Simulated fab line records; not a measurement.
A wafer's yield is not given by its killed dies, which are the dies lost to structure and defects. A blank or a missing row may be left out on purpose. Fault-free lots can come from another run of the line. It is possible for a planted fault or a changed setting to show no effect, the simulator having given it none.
fab line records	flow sky130
record: lots: 24	wafers: 72	last-day: 50
route steps=708 shown FIELD_ISO@26 METAL3@534 CAPM@538 VIA3@596 VIA4@642
lots that met no fault: taken from a fault-free run of the same line
start-h: start of the lot's first displayed wafer, in hours after the record's first day	wait-h: hours since the lot's step before	" as in the row above	L1.1+2: a row that stands for several wafers	- no value, or no start was given	* or withheld: withheld	< > ~ a bound
route shown NAME@n: NAME is a module with steps in the file, n the number in the route of the first one	usual: mean and standard deviation over wafers with no fault	same: alike in all rows	chamber/n: place in a boat	sites: per-site readings	_std_site: the values' standard deviation	_edge_site: mean of outer sites minus mean of inner sites	radius-mm: how far each site lies from the wafer's centre	mask NAME#n: copy n	behind: tool/chamber where the wafer was last shaped	hold: what put the lot on hold/how long, in hours/how the hold closed	device: whichever transistor did not switch (one of n, p or np)	end of line: at the end of the route, the tests of the same wafers	a step without rows: its recipe alone	killed: dies that structure and defects cost at the first sort, which is not the same as the wafer's yield	map: shows each die of a wafer: x if killed, . if not, _ if none is there
set.NAME: the setting as run; set.NAME@STEP: as run at that earlier step	model.NAME: the simulator's own value behind a step, which no gauge read
route steps across a sampled set of lots; one table per step, one row per wafer
services: the hour from which a tool's chamber was out of use, counted from the record's first day as start-h (under 0 if before that day), plus the number of hours and why
== steps ==
step: SKY_FIELD_ISO_THK_MEAS_25
recipe: reads: SiO2_of_FIELD_ISO_CVD_24
usual: FIELD_ISO_CVD_24_THK: 592/7.5
lot.wafer	tool	chamber	start-h	wait-h	FIELD_ISO_CVD_24_THK[nm]
L074.1	film-metro-04	-	34.49	0.0	587
L074.5	"	-	"	"	598
L074.6	"	-	"	"	587
L075.3	film-metro-02	-	35.68	0.1	588
L075.4	"	-	"	"	585
L075.5	"	-	"	"	598
L076.2	film-metro-03	-	44.22	0.0	601
L076.3	"	-	"	"	598
L076.4	"	-	"	"	594
L077.2	film-metro-02	-	48.60	0.0	598
L077.5	"	-	"	"	589
L077.6	"	-	"	"	600
L078.3	film-metro-04	-	56.46	0.1	598
L078.4	"	-	"	"	579
L078.6	"	-	"	"	595
L079.1	film-metro-02	-	59.24	0.0	587
L079.2	"	-	"	"	592
L079.4	"	-	"	"	584
L080.2	film-metro-03	-	66.95	0.0	595
L080.3	"	-	"	"	585
L080.6	"	-	"	"	592
L082.3	film-metro-03	-	73.89	0.1	599
L082.4	"	-	"	"	592
L082.5	"	-	"	"	601
L081.4	film-metro-04	-	73.97	0.0	588
L081.5	"	-	"	"	601
L081.6	"	-	"	"	586
L083.2	film-metro-03	-	79.66	0.0	590
L083.4	"	-	"	"	602
L083.5	"	-	"	"	588
L084.1	film-metro-03	-	82.52	0.0	610
L084.5	"	-	"	"	604
L084.6	"	-	"	"	607
L085.2	film-metro-04	-	87.82	0.0	603
L085.3	"	-	"	"	598
L085.6	"	-	"	"	593
L086.2	film-metro-02	-	94.07	0.0	581
L086.3	"	-	"	"	594
L086.6	"	-	"	"	587
L087.1	film-metro-02	-	105.89	0.0	604
L087.3	"	-	"	"	594
L087.5	"	-	"	"	596
L088.3	film-metro-02	-	108.60	0.1	576
L088.4	"	-	"	"	579
L088.5	"	-	"	"	588
L089.1	film-metro-04	-	114.10	0.0	601
L089.3	"	-	"	"	595
L089.5	"	-	"	"	591
L090.3	film-metro-02	-	116.58	0.1	582
L090.5	"	-	"	"	586
L090.6	"	-	"	"	582
L091.1	film-metro-02	-	119.43	0.0	603
L091.2	"	-	"	"	606
L091.6	"	-	"	"	592
L092.2	film-metro-03	-	125.04	0.0	583
L092.3	"	-	"	"	575
L092.4	"	-	"	"	584
L093.2	film-metro-03	-	129.75	0.0	591
L093.3	"	-	"	"	595
L093.4	"	-	"	"	591
L094.3	film-metro-02	-	136.74	0.1	599
L094.4	"	-	"	"	597
L094.5	"	-	"	"	592
L095.2	film-metro-03	-	140.25	0.0	595
L095.4	"	-	"	"	602
L095.6	"	-	"	"	594
L096.1	film-metro-04	-	148.38	0.0	604
L096.4	"	-	"	"	584
L096.6	"	-	"	"	593
L097.1	film-metro-04	-	151.26	0.0	583
L097.2	"	-	"	"	595
L097.4	"	-	"	"	591
step: SKY_METAL3_SPUTTER_02
recipe: material: AlCu	target-thk-nm: 735	power-w: 10600	time-s: 39.1	chamber-pressure-pa: 0.4
usual: throttle-valve-pct: 29.8/0.6
lot.wafer	tool	chamber	start-h	wait-h	throttle-valve-pct
L074.1	pvd-sputter-01	-	842.91	0.0	29.0
L074.5	"	-	"	"	29.6
L074.6	"	-	"	"	29.1
L075.3	pvd-sputter-02	-	846.89	0.0	29.1
L075.4	"	-	"	"	31.1
L075.5	"	-	"	"	30.6
L076.2	pvd-sputter-04	-	860.19	0.0	30.6
L076.3	"	-	"	"	30.0
L076.4	"	-	"	"	29.6
L077.2	pvd-sputter-04	-	867.67	0.0	30.4
L077.5	"	-	"	"	30.0
L077.6	"	-	"	"	29.5
L078.3	pvd-sputter-04	-	884.65	0.0	29.4
L078.4	"	-	"	"	30.5
L078.6	"	-	"	"	30.1
L079.1	pvd-sputter-02	-	898.97	0.0	31.0
L079.2	"	-	"	"	30.9
L079.4	"	-	"	"	30.1
L080.2	pvd-sputter-04	-	900.80	0.0	30.7
L080.3	"	-	"	"	29.3
L080.6	"	-	"	"	29.8
L082.3	pvd-sputter-04	-	909.72	0.0	30.1
L082.4	"	-	"	"	30.4
L082.5	"	-	"	"	29.3
L081.4	pvd-sputter-04	-	910.83	0.0	29.6
L081.5	"	-	"	"	29.8
L081.6	"	-	"	"	30.6
L084.1	pvd-sputter-04	-	919.07	0.0	29.5
L084.5	"	-	"	"	29.7
L084.6	"	-	"	"	30.5
L083.2	pvd-sputter-04	-	920.31	0.0	30.9
L083.4	"	-	"	"	29.8
L083.5	"	-	"	"	30.5
L085.2	pvd-sputter-01	-	926.96	0.0	30.3
L085.3	"	-	"	"	29.1
L085.6	"	-	"	"	29.0
L086.2	pvd-sputter-04	-	936.51	0.0	30.6
L086.3	"	-	"	"	29.7
L086.6	"	-	"	"	30.4
L088.3	pvd-sputter-04	-	960.74	0.0	29.9
L088.4	"	-	"	"	30.6
L088.5	"	-	"	"	29.9
L087.1	pvd-sputter-02	-	961.30	0.0	29.0
L087.3	"	-	"	"	30.0
L087.5	"	-	"	"	29.7
L089.1	pvd-sputter-04	-	969.18	0.0	30.5
L089.3	"	-	"	"	29.3
L089.5	"	-	"	"	29.7
L090.3	pvd-sputter-01	-	973.49	0.0	29.0
L090.5	"	-	"	"	29.2
L090.6	"	-	"	"	29.7
L091.1	pvd-sputter-02	-	974.20	0.0	29.0
L091.2	"	-	"	"	30.7
L091.6	"	-	"	"	29.8
L092.2	pvd-sputter-02	-	982.49	0.0	29.0
L092.3	"	-	"	"	29.8
L092.4	"	-	"	"	30.8
L093.2	pvd-sputter-02	-	984.14	0.0	30.8
L093.3	"	-	"	"	29.9
L093.4	"	-	"	"	29.1
L094.3	pvd-sputter-01	-	993.17	0.0	30.1
L094.4	"	-	"	"	29.8
L094.5	"	-	"	"	30.1
L095.2	pvd-sputter-01	-	996.49	0.0	28.8
L095.4	"	-	"	"	30.2
L095.6	"	-	"	"	30.2
L096.1	pvd-sputter-04	-	1013.89	0.0	29.7
L096.4	"	-	"	"	30.7
L096.6	"	-	"	"	29.4
L097.1	pvd-sputter-01	-	1016.69	0.0	30.2
L097.2	"	-	"	"	28.8
L097.4	"	-	"	"	29.6
step: SKY_CAPM_THK_MEAS_01
recipe: reads: SiO2_of_CAPM_CVD_00
usual: CAPM_CVD_00_THK: 15.40/0.21
lot.wafer	tool	chamber	start-h	wait-h	CAPM_CVD_00_THK[nm]
L074.1	film-metro-02	-	843.04	-	15.31
L074.5	"	-	"	"	15.55
L074.6	"	-	"	"	15.53
L075.3	film-metro-04	-	847.05	-	15.18
L075.4	"	-	"	"	15.56
L075.5	"	-	"	"	15.10
L076.2	film-metro-01	-	860.33	-	15.38
L076.3	"	-	"	"	15.32
L076.4	"	-	"	"	15.55
L077.2	film-metro-02	-	867.81	-	15.51
L077.5	"	-	"	"	15.61
L077.6	"	-	"	"	15.54
L078.3	film-metro-01	-	884.80	-	15.33
L078.4	"	-	"	"	15.49
L078.6	"	-	"	"	15.31
L079.1	film-metro-01	-	899.09	-	15.37
L079.2	"	-	"	"	15.57
L079.4	"	-	"	"	15.55
L080.2	film-metro-04	-	900.94	-	15.00
L080.3	"	-	"	"	15.06
L080.6	"	-	"	"	15.42
L082.3	film-metro-01	-	909.87	-	15.42
L082.4	"	-	"	"	15.56
L082.5	"	-	"	"	15.32
L081.4	film-metro-04	-	910.99	-	15.42
L081.5	"	-	"	"	15.31
L081.6	"	-	"	"	15.31
L084.1	film-metro-04	-	919.20	-	15.32
L084.5	"	-	"	"	15.28
L084.6	"	-	"	"	15.66
L083.2	film-metro-04	-	920.45	-	15.47
L083.4	"	-	"	"	15.48
L083.5	"	-	"	"	15.47
L085.2	film-metro-04	-	927.09	-	15.35
L085.3	"	-	"	"	15.40
L085.6	"	-	"	"	15.63
L086.2	film-metro-04	-	936.64	-	15.07
L086.3	"	-	"	"	15.59
L086.6	"	-	"	"	15.92
L088.3	film-metro-01	-	960.89	-	15.26
L088.4	"	-	"	"	15.46
L088.5	"	-	"	"	15.65
L087.1	film-metro-01	-	961.42	-	15.21
L087.3	"	-	"	"	15.28
L087.5	"	-	"	"	15.38
L089.1	film-metro-04	-	969.31	-	15.19
L089.3	"	-	"	"	15.38
L089.5	"	-	"	"	15.59
L090.3	film-metro-02	-	973.64	-	15.49
L090.5	"	-	"	"	15.66
L090.6	"	-	"	"	15.80
L091.1	film-metro-01	-	974.32	-	15.65
L091.2	"	-	"	"	15.37
L091.6	"	-	"	"	15.71
L092.2	film-metro-01	-	982.63	-	15.23
L092.3	"	-	"	"	14.89
L092.4	"	-	"	"	15.23
L093.2	film-metro-01	-	984.28	-	15.44
L093.3	"	-	"	"	15.39
L093.4	"	-	"	"	15.91
L094.3	film-metro-02	-	993.32	-	15.33
L094.4	"	-	"	"	15.61
L094.5	"	-	"	"	15.27
L095.2	film-metro-02	-	996.62	-	15.27
L095.4	"	-	"	"	15.52
L095.6	"	-	"	"	15.43
L096.1	film-metro-04	-	1014.02	-	15.35
L096.4	"	-	"	"	15.64
L096.6	"	-	"	"	15.39
L097.1	film-metro-04	-	1016.83	-	15.34
L097.2	"	-	"	"	15.28
L097.4	"	-	"	"	15.74
step: SKY_METAL3_ETCH_17
recipe: target: SiO2	stop-on: TiN	chemistry: C4F8/O2/Ar	source-w: 1500	bias-w: 1200	pressure-mtorr: 40	c4f8-flow-sccm: withheld	O2_flow_sccm: 6	Ar_flow_sccm: 300	time-s: 3.9	target-depth-a: 150
usual: oes-product-au: 0.752/0.0068
lot.wafer	tool	chamber	start-h	wait-h	oes-product-au
L074.1	rie-diel-01	0	895.54	0.1	0.743
L074.5	"	2	"	"	0.755
L074.6	"	1	"	"	0.749
L075.3	rie-diel-04	0	900.13	0.1	0.746
L075.4	"	1	"	"	0.757
L075.5	"	2	"	"	0.739
L076.2	rie-diel-04	3	912.00	0.1	0.759
L076.3	"	2	"	"	0.750
L076.4	"	0	"	"	0.751
L077.2	rie-diel-01	3	920.21	0.1	0.761
L077.5	"	1	"	"	0.761
L077.6	"	2	"	"	0.761
L078.3	rie-diel-04	0	936.30	0.0	0.748
L078.4	"	2	"	"	0.755
L078.6	"	2	"	"	0.747
L079.1	rie-diel-01	0	950.66	0.1	0.751
L079.2	"	2	"	"	0.757
L079.4	"	1	"	"	0.750
L080.2	rie-diel-03	1	951.36	0.1	0.744
L080.3	"	0	"	"	0.738
L080.6	"	2	"	"	0.756
L082.3	rie-diel-04	1	960.44	0.0	0.758
L082.4	"	0	"	"	0.756
L082.5	"	0	"	"	0.749
L081.4	rie-diel-01	0	961.76	0.0	0.754
L081.5	"	3	"	"	0.750
L081.6	"	0	"	"	0.743
L084.1	rie-diel-01	3	969.82	0.2	0.757
L084.5	"	1	"	"	0.749
L084.6	"	0	"	"	0.764
L083.2	rie-diel-03	3	970.56	0.1	0.749
L083.4	"	3	"	"	0.753
L083.5	"	0	"	"	0.757
L085.2	rie-diel-03	3	977.34	0.1	0.759
L085.3	"	0	"	"	0.749
L085.6	"	0	"	"	0.758
L086.2	rie-diel-03	0	985.86	0.1	0.749
L086.3	"	1	"	"	0.755
L086.6	"	2	"	"	0.767
L088.3	rie-diel-04	1	1009.08	0.1	0.741
L088.4	"	0	"	"	0.752
L088.5	"	0	"	"	0.757
L087.1	rie-diel-03	2	1009.16	0.1	0.746
L087.3	"	1	"	"	0.751
L087.5	"	2	"	"	0.755
L089.1	rie-diel-04	1	1016.47	0.2	0.750
L089.3	"	0	"	"	0.754
L089.5	"	2	"	"	0.764
L090.3	rie-diel-04	2	1020.85	0.0	0.756
L090.5	"	0	"	"	0.761
L090.6	"	3	"	"	0.759
L091.1	rie-diel-01	2	1021.98	0.2	0.760
L091.2	"	1	"	"	0.750
L091.6	"	3	"	"	0.756
L092.2	rie-diel-03	1	1029.50	0.1	0.753
L092.3	"	0	"	"	0.737
L092.4	"	3	"	"	0.743
L093.2	rie-diel-04	3	1030.89	0.1	0.747
L093.3	"	2	"	"	0.756
L093.4	"	0	"	"	0.769
L094.3	rie-diel-01	1	1040.45	0.0	0.744
L094.4	"	2	"	"	0.755
L094.5	"	1	"	"	0.750
L095.2	rie-diel-03	2	1042.30	0.1	0.754
L095.4	"	0	"	"	0.757
L095.6	"	2	"	"	0.753
L096.1	rie-diel-01	1	1058.79	0.1	0.749
L096.4	"	0	"	"	0.754
L096.6	"	3	"	"	0.748
L097.1	rie-diel-01	0	1063.09	0.1	0.754
L097.2	"	1	"	"	0.748
L097.4	"	2	"	"	0.762
step: SKY_VIA3_THK_MEAS_23
recipe: thk-meas-gauge: xrf	reads: W_of_VIA3_CVD_21
usual: VIA3_W_THK: 404/5.7
lot.wafer	tool	chamber	start-h	wait-h	VIA3_W_THK[nm]
L074.1	film-metro-01	-	923.78	0.1	408
L074.5	"	-	"	"	412
L074.6	"	-	"	"	400
L075.3	film-metro-03	-	927.76	0.1	393
L075.4	"	-	"	"	397
L075.5	"	-	"	"	404
L076.2	film-metro-03	-	939.54	0.1	397
L076.3	"	-	"	"	391
L076.4	"	-	"	"	393
L077.2	film-metro-02	-	948.34	0.1	417
L077.5	"	-	"	"	409
L077.6	"	-	"	"	411
L078.3	film-metro-02	-	963.73	0.1	404
L078.4	"	-	"	"	405
L078.6	"	-	"	"	408
L079.1	film-metro-01	-	978.43	0.1	410
L079.2	"	-	"	"	405
L079.4	"	-	"	"	411
L080.2	film-metro-03	-	978.79	0.1	410
L080.3	"	-	"	"	407
L080.6	"	-	"	"	401
L082.3	film-metro-03	-	987.20	0.1	410
L082.4	"	-	"	"	404
L082.5	"	-	"	"	406
L081.4	film-metro-02	-	988.10	0.1	411
L081.5	"	-	"	"	411
L081.6	"	-	"	"	409
L084.1	film-metro-02	-	994.91	0.1	416
L084.5	"	-	"	"	413
L084.6	"	-	"	"	409
L083.2	film-metro-01	-	996.14	0.1	399
L083.4	"	-	"	"	399
L083.5	"	-	"	"	404
L085.2	film-metro-01	-	1003.23	0.1	395
L085.3	"	-	"	"	407
L085.6	"	-	"	"	400
L086.2	film-metro-03	-	1011.62	0.1	400
L086.3	"	-	"	"	403
L086.6	"	-	"	"	402
L087.1	film-metro-01	-	1033.62	0.1	401
L087.3	"	-	"	"	404
L087.5	"	-	"	"	405
L088.3	film-metro-01	-	1034.30	0.1	404
L088.4	"	-	"	"	405
L088.5	"	-	"	"	398
L089.1	film-metro-02	-	1042.02	0.1	413
L089.3	"	-	"	"	412
L089.5	"	-	"	"	415
L090.3	film-metro-03	-	1045.87	0.1	399
L090.5	"	-	"	"	395
L090.6	"	-	"	"	390
L091.1	film-metro-01	-	1046.42	0.1	406
L091.2	"	-	"	"	398
L091.6	"	-	"	"	407
L092.2	film-metro-01	-	1054.18	0.1	400
L092.3	"	-	"	"	410
L092.4	"	-	"	"	401
L093.2	film-metro-03	-	1056.17	0.1	403
L093.3	"	-	"	"	397
L093.4	"	-	"	"	406
L094.3	film-metro-01	-	1064.89	0.1	410
L094.4	"	-	"	"	405
L094.5	"	-	"	"	403
L095.2	film-metro-01	-	1066.00	0.1	399
L095.4	"	-	"	"	400
L095.6	"	-	"	"	397
L096.1	film-metro-01	-	1082.41	0.1	403
L096.4	"	-	"	"	403
L096.6	"	-	"	"	400
L097.1	film-metro-01	-	1087.02	0.1	406
L097.2	"	-	"	"	404
L097.4	"	-	"	"	407
step: SKY_VIA4_BOW_MEAS_03
recipe: mode: bow
usual: VIA4_BOW: 82/8.4
lot.wafer	tool	chamber	start-h	wait-h	VIA4_BOW[um]
L074.1	film-metro-04	-	976.23	0.1	95
L074.5	"	-	"	"	75
L074.6	"	-	"	"	94
L075.3	film-metro-02	-	979.82	0.2	87
L075.4	"	-	"	"	72
L075.5	"	-	"	"	83
L076.2	film-metro-04	-	991.91	0.3	76
L076.3	"	-	"	"	80
L076.4	"	-	"	"	82
L077.2	film-metro-02	-	999.37	0.2	70
L077.5	"	-	"	"	77
L077.6	"	-	"	"	82
L078.3	film-metro-03	-	1014.06	0.1	76
L078.4	"	-	"	"	79
L078.6	"	-	"	"	81
L079.1	film-metro-04	-	1027.28	0.2	68
L079.2	"	-	"	"	77
L079.4	"	-	"	"	78
L080.2	film-metro-03	-	1027.92	0.2	102
L080.3	"	-	"	"	80
L080.6	"	-	"	"	89
L082.3	film-metro-03	-	1035.76	0.2	78
L082.4	"	-	"	"	79
L082.5	"	-	"	"	90
L081.4	film-metro-03	-	1036.85	0.3	85
L081.5	"	-	"	"	79
L081.6	"	-	"	"	61
L084.1	film-metro-02	-	1043.30	0.2	97
L084.5	"	-	"	"	86
L084.6	"	-	"	"	102
L083.2	film-metro-04	-	1043.66	0.2	77
L083.4	"	-	"	"	70
L083.5	"	-	"	"	79
L085.2	film-metro-03	-	1050.89	0.1	76
L085.3	"	-	"	"	78
L085.6	"	-	"	"	83
L086.2	film-metro-03	-	1059.01	0.2	94
L086.3	"	-	"	"	87
L086.6	"	-	"	"	73
L087.1	film-metro-03	-	1079.92	0.1	80
L087.3	"	-	"	"	71
L087.5	"	-	"	"	67
L088.3	film-metro-03	-	1080.68	0.2	95
L088.4	"	-	"	"	94
L088.5	"	-	"	"	92
L089.1	film-metro-04	-	1087.20	0.2	80
L089.3	"	-	"	"	74
L089.5	"	-	"	"	69
L090.3	film-metro-03	-	1090.72	0.3	75
L090.5	"	-	"	"	62
L090.6	"	-	"	"	79
L091.1	film-metro-03	-	1091.58	0.2	87
L091.2	"	-	"	"	93
L091.6	"	-	"	"	93
L092.2	film-metro-02	-	1097.81	0.2	76
L092.3	"	-	"	"	86
L092.4	"	-	"	"	85
L093.2	film-metro-04	-	1101.48	0.3	79
L093.3	"	-	"	"	78
L093.4	"	-	"	"	74
L094.3	film-metro-02	-	1108.47	0.2	85
L094.4	"	-	"	"	90
L094.5	"	-	"	"	84
L095.2	film-metro-03	-	1110.20	0.1	91
L095.4	"	-	"	"	94
L095.6	"	-	"	"	78
L096.1	film-metro-04	-	1125.07	0.1	90
L096.4	"	-	"	"	89
L096.6	"	-	"	"	78
L097.1	film-metro-02	-	1129.53	0.1	90
L097.2	"	-	"	"	88
L097.4	"	-	"	"	75
== services ==
tool	chamber	start-h	hours	kind
rie-diel-01	3	823.16	-	clean
rie-diel-01	0	824.04	4.0	repair
pvd-sputter-01	-	831.88	1.1	repair
rie-diel-03	2	845.24	3.2	repair
rie-diel-04	-	846.25	0.6	repair
pvd-sputter-01	-	861.93	0.6	repair
pvd-sputter-04	0	873.57	-	consumable-replace:kit
pvd-sputter-04	0	873.57	18.0	scheduled-down
pvd-sputter-04	0	873.57	18.0	vent-cycle
rie-diel-04	-	879.15	1.1	repair
pvd-sputter-04	-	887.68	1.5	repair
pvd-sputter-01	-	895.57	10.5	repair
pvd-sputter-02	-	908.03	4.5	repair
rie-diel-01	-	949.93	0.2	repair
rie-diel-03	2	964.26	13.7	repair
rie-diel-01	0	988.41	1.2	repair
pvd-sputter-04	-	988.89	3.6	repair
pvd-sputter-01	-	1021.68	1.0	repair
rie-diel-03	3	1040.74	7.6	repair
rie-diel-04	-	1046.72	14.6	pm
rie-diel-03	3	1057.69	3.9	repair
pvd-sputter-04	3	1062.59	-	consumable-replace:kit
pvd-sputter-04	3	1062.59	18.0	scheduled-down
pvd-sputter-04	3	1062.59	18.0	vent-cycle
== key ==
fault none
